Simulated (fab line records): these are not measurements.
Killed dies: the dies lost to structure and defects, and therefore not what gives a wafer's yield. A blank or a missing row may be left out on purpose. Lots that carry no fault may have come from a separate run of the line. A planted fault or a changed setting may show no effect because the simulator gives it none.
Chamber matching | flow sky130 | rie_diel-02 running SKY_VIA1_ETCH_15: 4 sister chambers
The step etches SiO2 in C4F8/O2/Ar, stops on TiN, target depth 351 nm, time 54 s. 24 wafers are shown with their chamber, then 12 later ones without.

## EACH WAFER AND ITS CHAMBER
wafer  | chamber | oes_product_au (a.u.)
L075.4 | 2       | 0.976
L075.5 | 0       | 0.986
L075.6 | 3       | 0.976
L077.2 | 2       | 0.981
L077.3 | 0       | 0.987
L077.5 | 2       | 0.975
L080.1 | 1       | 0.981
L080.4 | 0       | 0.977
L080.5 | 1       | 0.976
L082.1 | 2       | 0.983
L082.2 | 3       | 0.986
L082.4 | 1       | 0.992
L083.1 | 3       | 0.988
L083.2 | 0       | 0.984
L083.3 | 1       | 0.984
L083.4 | 2       | 0.987
L083.5 | 0       | 0.981
L083.6 | 3       | 0.988
L086.1 | 0       | 0.975
L086.2 | 1       | 0.983
L086.3 | 2       | 0.982
L086.4 | 3       | 0.986
L086.5 | 2       | 0.982
L086.6 | 3       | 0.984

SIGNATURES (averages over the wafers above)
reading        | chamber 0 | chamber 1 | chamber 2 | chamber 3 | scatter within a chamber
oes_product_au | 0.98167   | 0.98320   | 0.98086   | 0.98467   | 0.00479
Rule: a wafer lies at a distance from a chamber equal to the root of the sum of squares, over the readings, of (its reading less the chamber's mean, divided by the reading's scatter). The wafer belongs to the nearest chamber; if the next one is less than 2 further off, it can't be placed. The scatter: the root of (the sum of the squares of (reading less its chamber's mean) over the shown wafers, divided by (wafers less chambers)).

## WAFERS MISSING THEIR CHAMBER
wafer  | oes_product_au (a.u.)
L087.1 | 0.976
L087.2 | 0.975
L087.5 | 0.984
L090.2 | 0.976
L090.4 | 0.992
L090.6 | 0.982
L094.1 | 0.995
L094.2 | 0.979
L094.3 | 0.982
L094.4 | 0.980
L094.5 | 0.978
L094.6 | 0.985

## WHICH CHAMBER EACH WENT THROUGH
wafer  | from the rows above               | in truth
L087.1 | can't be placed: 2 or 0 or 1 or 3 | 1
L087.2 | can't be placed: 2 or 0 or 1 or 3 | 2
L087.5 | can't be placed: 3 or 1 or 0 or 2 | 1
L090.2 | can't be placed: 2 or 0 or 1 or 3 | 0
L090.4 | can't be placed: 3 or 1 or 0 or 2 | 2
L090.6 | can't be placed: 0 or 2 or 1 or 3 | 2
L094.1 | can't be placed: 3 or 1 or 0 or 2 | 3
L094.2 | can't be placed: 2 or 0 or 1 or 3 | 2
L094.3 | can't be placed: 0 or 2 or 1 or 3 | 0
L094.4 | can't be placed: 2 or 0 or 1 or 3 | 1
L094.5 | can't be placed: 2 or 0 or 1 or 3 | 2
L094.6 | can't be placed: 3 or 1 or 0 or 2 | 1
Correctly placed: 0 of 12. These rows do not allow placing 12 (true chamber among the candidates in 12). 0 placed wrongly.
